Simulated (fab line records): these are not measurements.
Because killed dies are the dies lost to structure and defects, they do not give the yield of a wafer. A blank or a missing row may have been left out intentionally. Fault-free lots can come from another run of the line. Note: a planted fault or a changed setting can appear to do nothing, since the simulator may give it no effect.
Chamber matching || flow sky130 || rie_diel-04 running SKY_POLY_GATE_ETCH_16: 4 sister chambers
The step etches Si3N4 in CH3F/O2, stops on poly-Si, time 147.5 s, target depth 75 nm. 4 wafers are shown with their chamber, then 7 later ones without.

## EACH WAFER AND ITS CHAMBER
{"wafer": "L081.1", "chamber": 3, "oes_product_au (a.u.)": 0.635}
{"wafer": "L085.1", "chamber": 2, "oes_product_au (a.u.)": 0.630}
{"wafer": "L085.2", "chamber": 0, "oes_product_au (a.u.)": 0.638}
{"wafer": "L089.5", "chamber": 1, "oes_product_au (a.u.)": 0.638}

## WAFERS WITH NO CHAMBER GIVEN
{"wafer": "L089.6", "oes_product_au (a.u.)": 0.638}
{"wafer": "L091.2", "oes_product_au (a.u.)": 0.647}
{"wafer": "L091.4", "oes_product_au (a.u.)": 0.648}
{"wafer": "L091.6", "oes_product_au (a.u.)": 0.638}
{"wafer": "L097.3", "oes_product_au (a.u.)": 0.646}
{"wafer": "L097.4", "oes_product_au (a.u.)": 0.640}
{"wafer": "L097.6", "oes_product_au (a.u.)": 0.644}

## CHAMBER TAKEN BY EACH
{"wafer": "L089.6", "from the rows above": "can't be placed: 0 or 1 or 3 or 2", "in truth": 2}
{"wafer": "L091.2", "from the rows above": "can't be placed: 0 or 1 or 3 or 2", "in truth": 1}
{"wafer": "L091.4", "from the rows above": "can't be placed: 0 or 1 or 3 or 2", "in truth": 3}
{"wafer": "L091.6", "from the rows above": "can't be placed: 0 or 1 or 3 or 2", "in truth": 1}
{"wafer": "L097.3", "from the rows above": "can't be placed: 0 or 1 or 3 or 2", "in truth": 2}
{"wafer": "L097.4", "from the rows above": "can't be placed: 0 or 1 or 3 or 2", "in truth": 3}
{"wafer": "L097.6", "from the rows above": "can't be placed: 0 or 1 or 3 or 2", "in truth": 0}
Correct placement for 0 of the 7. These rows do not allow placing 7 (true chamber among the candidates in 7). Placed wrongly: 0.
How it was worked out, from the rows above alone: a wafer's distance from a chamber is the root of the sum, over the readings, of the square of ((its reading less the chamber's mean) divided by the reading's scatter). If the next closest chamber is less than 2 further off than the closest, the wafer can't be placed; otherwise it belongs to the closest. For every chamber, the mean is computed from those of its wafers that are shown. The scatter: root of mean squared gap, hidden wafer to nearest shown wafer, with one shown wafer a chamber.
